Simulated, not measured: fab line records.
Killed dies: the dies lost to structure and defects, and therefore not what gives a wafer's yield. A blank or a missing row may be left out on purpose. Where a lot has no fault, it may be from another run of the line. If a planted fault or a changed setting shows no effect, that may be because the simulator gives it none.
Chamber matching	flow sky130	SKY_SPACER_ETCHBACK_02 on rie diel-02 has 4 sister chambers
The step etches Si3N4 in CH3F/O2, stops on SiO2, time 46.7 s, target depth 45 nm. 14 wafers are shown with their chamber, then 7 later ones without.

## WAFERS, EACH WITH ITS CHAMBER
wafer	chamber	oes product au (a.u.)	throttle valve pct (%)
L077.2	0	0.847	10.551
L077.3	1	0.845	10.560
L077.6	1	0.851	10.553
L078.3	2	0.850	10.558
L078.4	1	0.864	10.548
L078.5	3	0.858	10.556
L085.1	3	0.850	10.564
L085.2	0	0.852	10.565
L085.3	1	0.843	10.566
L086.1	2	0.862	10.558
L086.4	1	0.861	10.565
L086.6	1	0.856	10.567
L091.1	1	0.858	10.560
L091.5	2	0.850	10.566

SIGNATURES (averages over the wafers above)
reading	chamber 0	chamber 1	chamber 2	chamber 3	scatter within a chamber
oes product au	0.84950	0.85400	0.85400	0.85400	0.00721
throttle valve pct	10.55800	10.55986	10.56067	10.56000	0.0069
Rule: a wafer lies at a distance from a chamber equal to the root of the sum of squares, over the readings, of (its reading less the chamber's mean, divided by the reading's scatter). If the next closest chamber is less than 2 further off than the closest, the wafer can't be placed; otherwise it belongs to the closest. The scatter is the square root of a quotient: the sum, over the shown wafers, of each reading's squared deviation from its chamber's mean, divided by wafers minus chambers.

## WAFERS WITH NO CHAMBER GIVEN
wafer	oes product au (a.u.)	throttle valve pct (%)
L091.6	0.851	10.551
L095.2	0.850	10.551
L095.3	0.853	10.551
L095.5	0.852	10.551
L096.1	0.865	10.553
L096.3	0.862	10.562
L096.4	0.867	10.563

## WHICH CHAMBER EACH WENT THROUGH
wafer	from the rows above	in truth
L091.6	can't be placed: 0 or 1 or 3 or 2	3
L095.2	can't be placed: 0 or 1 or 3 or 2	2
L095.3	can't be placed: 0 or 1 or 3 or 2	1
L095.5	can't be placed: 0 or 1 or 3 or 2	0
L096.1	can't be placed: 1 or 3 or 2 or 0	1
L096.3	can't be placed: 2 or 3 or 1 or 0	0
L096.4	can't be placed: 2 or 3 or 1 or 0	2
0 of 7 placed correctly. From these rows, 7 cannot be placed; in 7 the true chamber is one of the candidates. Wrongly placed: 0.
